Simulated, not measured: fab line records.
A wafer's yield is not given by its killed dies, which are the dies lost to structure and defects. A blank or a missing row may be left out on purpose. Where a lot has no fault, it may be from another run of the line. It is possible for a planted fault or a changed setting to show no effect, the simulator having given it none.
Chamber matching / flow sfq line / cmp-02 running SFQ_TRILAYER_I4_CMP_CMP_100: 4 sister chambers
The step polishes SiO2. 8 wafers are shown with their chamber, then 7 later ones without.

WAFERS, EACH WITH ITS CHAMBER
wafer=L109.3; chamber=0; motor current A (A)=10.6; edge zone pressure frac=0.999
wafer=L109.4; chamber=2; motor current A (A)=9.5; edge zone pressure frac=0.998
wafer=L109.6; chamber=0; motor current A (A)=10.2; edge zone pressure frac=0.999
wafer=L113.4; chamber=1; motor current A (A)=9.6; edge zone pressure frac=0.992
wafer=L113.1; chamber=3; motor current A (A)=9.9; edge zone pressure frac=1.000
wafer=L113.6; chamber=1; motor current A (A)=10.0; edge zone pressure frac=0.997
wafer=L114.2; chamber=2; motor current A (A)=9.5; edge zone pressure frac=1.008
wafer=L114.5; chamber=3; motor current A (A)=9.3; edge zone pressure frac=1.006

WAFERS WITHOUT THEIR CHAMBER
wafer=L114.6; motor current A (A)=9.6; edge zone pressure frac=1.006
wafer=L115.3; motor current A (A)=9.4; edge zone pressure frac=0.992
wafer=L115.4; motor current A (A)=9.7; edge zone pressure frac=0.998
wafer=L115.6; motor current A (A)=10.0; edge zone pressure frac=1.006
wafer=L117.2; motor current A (A)=9.7; edge zone pressure frac=0.994
wafer=L117.3; motor current A (A)=9.8; edge zone pressure frac=0.995
wafer=L117.5; motor current A (A)=9.5; edge zone pressure frac=1.000

WHICH CHAMBER EACH WENT THROUGH
wafer=L114.6; from the rows above=can't be placed: 3 or 2 or 1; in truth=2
wafer=L115.3; from the rows above=can't be placed: 1 or 2 or 3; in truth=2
wafer=L115.4; from the rows above=can't be placed: 1 or 3 or 2 or 0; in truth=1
wafer=L115.6; from the rows above=can't be placed: 3 or 2 or 0 or 1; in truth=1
wafer=L117.2; from the rows above=can't be placed: 1 or 3 or 2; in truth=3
wafer=L117.3; from the rows above=can't be placed: 1 or 3 or 2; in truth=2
wafer=L117.5; from the rows above=can't be placed: 2 or 3 or 1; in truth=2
Correctly placed: 0 of 7. These rows do not allow placing 7 (true chamber among the candidates in 7). 0 placed wrongly.
How it was worked out, from the rows above alone: a wafer's distance from a chamber is the root of the sum, over the readings, of the square of ((its reading less the chamber's mean) divided by the reading's scatter). If the next closest chamber is less than 2 further off than the closest, the wafer can't be placed; otherwise it belongs to the closest. A chamber's mean is the mean of its shown wafers. The scatter: take each reading less its chamber's mean, square it, sum over the shown wafers, divide by the number of wafers less the number of chambers, and take the root.
